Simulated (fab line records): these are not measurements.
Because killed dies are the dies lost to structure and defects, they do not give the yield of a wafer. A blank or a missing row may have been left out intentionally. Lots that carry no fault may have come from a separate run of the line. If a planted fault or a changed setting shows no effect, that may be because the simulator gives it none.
8D (eight disciplines) problem report, filled in by code	flow gf180mcu	the parts of the form that need people (team, actions taken, sign-off) are left out

## 1. THE PROBLEM
Wafers free of any fault read 1169 ohm/sq (standard deviation 3.3) for MVPSD_RS at GF_VT_IMPLANT_RS_MEAS_49, against a mean of 1211 ohm/sq on 5 wafers of 3 lots. Relative to the usual mean, that is a shift of +13 standard deviations.
The step: measures by four-point-probe.
The first sign was on wafer L192.4 at day 11 17:43, on film-metro-02. The record has a number at this step for 40 wafers belonging to 14 lots. Rule for "out" (also "out of limits"): further than 4 standard deviations from the usual mean. The rest of the wafers with a number are treated as sound.

## 2. WHAT IT IS AND WHAT IT IS NOT
question	is	is not
which readings at this step	MVPSD_RS	-
which lots	L192, L193, L195	L177, L178, L179, L180, L182, L183, L184, L186, L187, L188, L200
which wafers of those lots	L192.4, L192.5, L193.4, L195.4, L195.5	L193.1, L193.2
read on which gauges	film-metro-02, film-metro-03	film-metro-04
when	from day 11 17:43	up to then (30 sound wafers); but 5 sound wafers of L193, L200 came after

## 3. THE SUSPECTS, EACH WITH WHAT RULES IT OUT
Counting: any tool at a process step up to the reading remains a suspect provided it ran every lot that is out. Sound lots after the first of them don't rule it out here, since some wafers of a struck lot are sound.
- the gauge at GF_VT_IMPLANT_RS_MEAS_49 is ruled out. Those wafers that are out were read across 2 gauges (film-metro-02, film-metro-03).
- implanter-03 at GF_MVPSD_IMPLANT_09: kept. Ran every lot that is out, first one L192 (day 8 18:03); last sound lot up to then L188 (day 7 19:26).
Remaining after the count: implanter-03 at GF_MVPSD_IMPLANT_09.

## 4. THE CAUSE (what the simulator had put in)
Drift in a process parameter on implanter-03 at GF_MVPSD_IMPLANT_09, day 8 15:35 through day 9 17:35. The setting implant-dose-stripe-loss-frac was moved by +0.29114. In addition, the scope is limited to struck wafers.
Only this tool survived the counting.

## 5. THE CHAIN OF EFFECTS, in route order
Rows list readings where the struck wafers' mean (over those with a number) sits beyond 3 standard deviations from the usual. Only readings for which the record gives a usual standard deviation are gone through. hours: the time from each lot's start at the first step in this table that gives one to its start at this step, as a median over the lots. sigmas: the change in usual standard deviations.
hours	step	reading	usual	on struck wafers	change	sigmas
0	GF_VT_IMPLANT_RS_MEAS_49	MVPSD_RS	1169 ohm/sq	1211	+42	+13
Later measuring or inspecting steps at which every struck wafer that the step has a row for has a number for every such reading, and none has moved that far: GF_HV_LDD_CD_MEAS_19.

## 6. WHAT WOULD HAVE CAUGHT IT SOONER
In this record the first reading out of limits at a measuring or inspecting step was taken at day 11 17:43, 74 hours after the fault began at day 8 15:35.
Of the tool readings at GF_MVPSD_IMPLANT_09 for which the record gives a usual standard deviation, none was out on any struck wafer, so an alarm limit of 4 standard deviations on them would not have fired.
Lots out: 3; all had begun GF_MVPSD_IMPLANT_09 on implanter-03 by day 11 17:43. A hold on the tool at that time would have spared none of them.
